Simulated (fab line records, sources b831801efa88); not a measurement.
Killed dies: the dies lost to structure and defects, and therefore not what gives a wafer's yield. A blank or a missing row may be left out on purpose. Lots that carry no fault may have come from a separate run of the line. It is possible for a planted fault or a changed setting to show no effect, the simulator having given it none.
Check of tool commonality	flow sky130	12 lots, 42 wafers sampled

== WHY THIS WAS OPENED ==
2 of 12 lots carry a flag on the reading RES_XHIGH_TW at SKY_RES_XHIGH_TW_MEAS_09. Wafers without a fault read 1640, standard deviation 19.
Rule: a lot is flagged when every wafer of it that has a number lies more than 4 standard deviations from that mean, or none has a number. As for the other lots, they are considered sound.

lot	measured	on	RES_XHIGH_TW, wafer by wafer	flag
L836	day 26 10:27	film-metro-03	1648 1644 1641	
L837	day 26 15:33	film-metro-02	1612 1609 1608	
L842	day 28 17:22	film-metro-02	1600 1616 1610	
L845	day 29 16:40	film-metro-03	1644 1646 1644	
L847	day 30 11:49	film-metro-03	1658 1645 1644	
L848	day 30 20:28	film-metro-04	1646 1654 1655	
L850	day 31 14:27	film-metro-04	1921 1942 1916 1933 1933 1930	FLAGGED
L849	day 31 17:04	film-metro-02	1889 1891 1889 1885 1895 1889	FLAGGED
L854	day 33 01:49	film-metro-03	1658 1648 1655	
L857	day 33 20:16	film-metro-03	1653 1660 1665	
L858	day 34 05:31	film-metro-04	1663 1652 1655	
L859	day 34 09:25	film-metro-04	1644 1643 1647	
Average over the flagged lots: 1909; offset from the usual +269, equal to +14 standard deviations.

== TOOL THAT RAN EACH LOT ==
The record keeps 1 process step preceding the reading, out of 708 steps on the route. In each cell: the tool, then ch and the chambers that the sampled wafers went through, then the start.
lot	flag	SKY_LDD_LDN_COAT_02
L836		litho-track-04 ch 0, day 21 23:06
L837		litho-track-01 ch 0, day 22 03:43
L842		litho-track-03 ch 0, day 24 12:15
L845		litho-track-01 ch 0, day 25 11:04
L847		litho-track-01 ch 0, day 26 04:04
L848		litho-track-04 ch 0, day 26 15:24
L850	FLAGGED	litho-track-03, day 27 09:01
L849	FLAGGED	litho-track-01, day 27 10:35
L854		litho-track-03 ch 0, day 28 23:10
L857		litho-track-01 ch 0, day 29 17:47
L858		litho-track-04 ch 0, day 30 04:13
L859		litho-track-03 ch 0, day 30 09:01
What these steps do:
- SKY_LDD_LDN_COAT_02: resist thk 1140 nm.
- SKY_RES_XHIGH_TW_MEAS_09

== FLAGGED OVER TOTAL, TOOL BY TOOL (the gauges that took the reading come last) ==
step	tool	lots run	flagged	share of the flagged lots	sound lots run after its first flagged lot
SKY_LDD_LDN_COAT_02	litho-track-01	5	1	some	1 (L857)
SKY_LDD_LDN_COAT_02	litho-track-03	4	1	some	2 (L854,L859)
SKY_LDD_LDN_COAT_02	litho-track-04	3	0	none	-
SKY_RES_XHIGH_TW_MEAS_09	film-metro-02	3	1	some	0
SKY_RES_XHIGH_TW_MEAS_09	film-metro-03	5	0	none	-
SKY_RES_XHIGH_TW_MEAS_09	film-metro-04	4	1	some	2 (L858,L859)

== WHAT THE TABLE ALLOWS ==
No row of the table ran every flagged lot.

== WHAT THE SIMULATOR HAD PUT IN ==
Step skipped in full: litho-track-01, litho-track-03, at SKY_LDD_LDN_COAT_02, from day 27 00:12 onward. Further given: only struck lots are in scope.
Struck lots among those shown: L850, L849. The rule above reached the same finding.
